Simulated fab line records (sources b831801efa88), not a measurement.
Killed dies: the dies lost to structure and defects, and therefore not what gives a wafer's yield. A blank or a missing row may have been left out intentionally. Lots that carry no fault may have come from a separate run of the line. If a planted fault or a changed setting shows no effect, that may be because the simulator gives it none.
Chamber matching ; flow sky130 ; SKY_VIA4_ETCH_12 on rie diel-01: 4 sister chambers
The step etches SiO2 in C4F8/O2/Ar, stops on TiN, target depth 580 nm. 8 wafers are shown with their chamber, then 8 later ones without.

== WAFERS WITH THEIR CHAMBER ==
wafer;chamber;oes product au (a.u.);chamber pressure mTorr (mTorr)
L522.2;3;0.927;40.00
L523.1;0;0.924;40.03
L523.2;2;0.924;39.95
L523.4;1;0.926;39.97
L525.1;2;0.929;39.99
L525.2;1;0.924;39.97
L525.6;3;0.931;40.00
L526.2;0;0.926;40.00

== WAFERS WITHOUT THEIR CHAMBER ==
wafer;oes product au (a.u.);chamber pressure mTorr (mTorr)
L526.3;0.930;40.00
L526.5;0.931;40.04
L536.1;0.928;40.02
L536.2;0.924;40.05
L536.4;0.929;40.01
L540.1;0.914;40.00
L540.4;0.929;40.08
L540.6;0.928;40.00

== CHAMBER TAKEN BY EACH ==
wafer;from the rows above;in truth
L526.3;can't be placed: 3 or 0 or 2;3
L526.5;can't be placed: 3 or 0 or 2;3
L536.1;can't be placed: 3 or 0 or 2 or 1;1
L536.2;can't be placed: 0 or 3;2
L536.4;can't be placed: 3 or 0 or 2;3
L540.1;can't be placed: 0 or 1 or 2 or 3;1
L540.4;can't be placed: 0 or 3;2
L540.6;can't be placed: 3 or 0 or 2 or 1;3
Correctly placed: 0 of 8. From these rows, 8 cannot be placed; in 6 the true chamber is one of the candidates. Number placed wrongly: 0.
How it was worked out, from the rows above alone: a wafer's distance from a chamber is the root of the sum, over the readings, of the square of ((its reading less the chamber's mean) divided by the reading's scatter). If the next closest chamber is less than 2 further off than the closest, the wafer can't be placed; otherwise it belongs to the closest. A chamber's mean is the mean of its shown wafers. The scatter: the root of (the sum of the squares of (reading less its chamber's mean) over the shown wafers, divided by (wafers less chambers)).
